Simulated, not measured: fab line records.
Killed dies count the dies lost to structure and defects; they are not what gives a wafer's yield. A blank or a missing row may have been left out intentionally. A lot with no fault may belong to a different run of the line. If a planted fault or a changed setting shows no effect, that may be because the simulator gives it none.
One fault seen from 2 desks ; flow gf180mcu ; only its own numbers are on each desk; what lay behind them is given at the end

== AT THE METROLOGY DESK ==
What the gauges read, lot by lot, whatever tool the lot ran on: means of the sampled wafers that have a number. If a lot's mean is further than 4 standard deviations from the usual mean, the lot is out of limits and carries the mark OUT (the distance appears in the brackets).
Columns: A = V2_BOW at GF_V2_BOW_MEAS_05, usual 99 um; B = cd nm at GF_V2_CD_MEAS_14, usual 259.9 nm; C = V2_OVL at GF_V2_OVL_MEAS_15, usual -4 nm
lot;first seen here;A;B;C
L873;day 20 16:08;92;258.9;-4
L874;day 21 00:32;106;260.4;-7
L880;day 23 00:09;101;257.5;-3
L881;day 23 05:03;102;259.4;-4
L889;day 25 22:12;97;261.1;-10
L892;day 26 22:59;91;261.4;-7
This desk's finding: nothing out of limits on any of the 6 lots.

== TOOL OWNER'S DESK, rie diel-01 ==
The tool's own readings at GF_V2_ETCH_17 (etches SiO2 in C4F8/O2/Ar, stops on TiN, target depth 630 nm): means of the sampled wafers that have a number, for each lot that ran on this tool. If a lot's mean is further than 4 standard deviations from the usual mean, the lot is out of limits and carries the mark OUT (the distance appears in the brackets).
Columns: A = bias w at GF_V2_ETCH_17, usual 1200 W; B = oes product au at GF_V2_ETCH_17, usual 0.855 a.u.
lot;first seen here;A;B
L874;day 22 00:00;1202;0.856
L880;day 23 22:00;1291 (+26) OUT;0.855
L881;day 24 03:00;1293 (+26) OUT;0.856
Finding of this desk: L880, L881 out of limits; the first was L880 at day 23 22:00, on bias w at GF_V2_ETCH_17. Within limits: L874.

== PUT TOGETHER ==
The tool owner's desk had the chance to raise an alarm at day 23 22:00 on L880, L881.
Nothing out of limits was seen by the metrology desk.
The metrology desk has L880, L881 on record, within its limits.
On rie diel-01, each named lot ran GF_V2_ETCH_17.

== WHAT HAD BEEN PUT IN BY THE SIMULATOR ==
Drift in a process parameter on rie diel-01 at GF_V2_ETCH_17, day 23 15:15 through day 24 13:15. Setting bias w, moved by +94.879, from 1200. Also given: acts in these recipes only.
Shown lots that were struck: L880, L881.
Time in hours from fault onset to the first out-of-limits reading at each desk: the tool owner's desk, 7.
